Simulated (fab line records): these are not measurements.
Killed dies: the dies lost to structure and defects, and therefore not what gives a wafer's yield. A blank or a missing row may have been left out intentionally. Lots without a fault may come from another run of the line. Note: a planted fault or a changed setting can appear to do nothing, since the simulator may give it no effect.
The tool behind it: which one? | flow sky130 | 6 lots with 18 wafers sampled at 4 steps, on a route of 708 steps

WHAT EACH GAUGE READ, for each wafer
SKY_PASSIVATION_THK_MEAS_01.
lot  | measured     | on            | PASSIVATION_CVD_00_THK (nm)
L928 | day 44 04:58 | film metro-01 | 90.1 90.5 91.7
L930 | day 44 20:49 | film metro-01 | 89.2 90.0 88.8
L940 | day 47 09:04 | film metro-04 | 88.1 87.4 87.6
L943 | day 48 02:22 | film metro-01 | 89.5 88.6 88.8
L948 | day 49 03:07 | film metro-03 | 88.3 88.3 90.1
L950 | day 49 21:20 | film metro-01 | 89.6 90.9 90.6

EACH LOT AND THE TOOL THAT RAN IT (in order: tool; ch and the chambers of the sampled wafers; start)
lot  | SKY_VIA1_CMP_24               | SKY_VIA3_STRIP_16                    | SKY_METAL4_SPUTTER_01
L928 | cmp-01 ch 1,3, day 34 08:43   | plasma asher-03 ch 0,1, day 39 23:40 | pvd sputter-01, day 40 00:57
L930 | cmp-01 ch 0,1,3, day 35 06:12 | plasma asher-01 ch 0,1, day 40 18:44 | pvd sputter-02, day 40 20:08
L940 | cmp-01 ch 0,1,2, day 38 06:19 | plasma asher-03 ch 0,1, day 43 13:37 | pvd sputter-01, day 43 14:56
L943 | cmp-02 ch 0,2,3, day 39 05:05 | plasma asher-01 ch 0,1, day 44 09:58 | pvd sputter-04, day 44 12:00
L948 | cmp-02 ch 1,2,3, day 40 13:52 | plasma asher-04 ch 0,1, day 45 14:08 | pvd sputter-02, day 45 15:25
L950 | cmp-02 ch 0,1,3, day 41 15:05 | plasma asher-01 ch 0,1, day 46 13:07 | pvd sputter-04, day 46 14:24
- SKY_VIA1_CMP_24: polishes, stops on SiO2, t overpolish 15 s, target thk 0 nm.
- SKY_VIA3_STRIP_16: strips in O2/N2.
- SKY_METAL4_SPUTTER_01: material TiN, target thk 20 nm, time 16.7 s.

THE ANSWER, worked out from the rows above alone
Rule: usual is defined by the lots themselves. The widest of any qualifying gaps counts: lots, ordered by their means at a reading, are off when they make up no more than a third of the lots, leave a main group of 4 or more, and stand apart from it by 3 or more times the standard deviation of that group's means. The tables above print the reading to a certain number of digits; a main group whose means all agree to those digits is not used. A lot without any number at a reading at which 4 lots or more have one is off too. Any other lot the step has rows for is counted as sound.
Nothing can be told from this: no lot is off at any reading shown.

WHAT THE SIMULATOR HAD PUT IN
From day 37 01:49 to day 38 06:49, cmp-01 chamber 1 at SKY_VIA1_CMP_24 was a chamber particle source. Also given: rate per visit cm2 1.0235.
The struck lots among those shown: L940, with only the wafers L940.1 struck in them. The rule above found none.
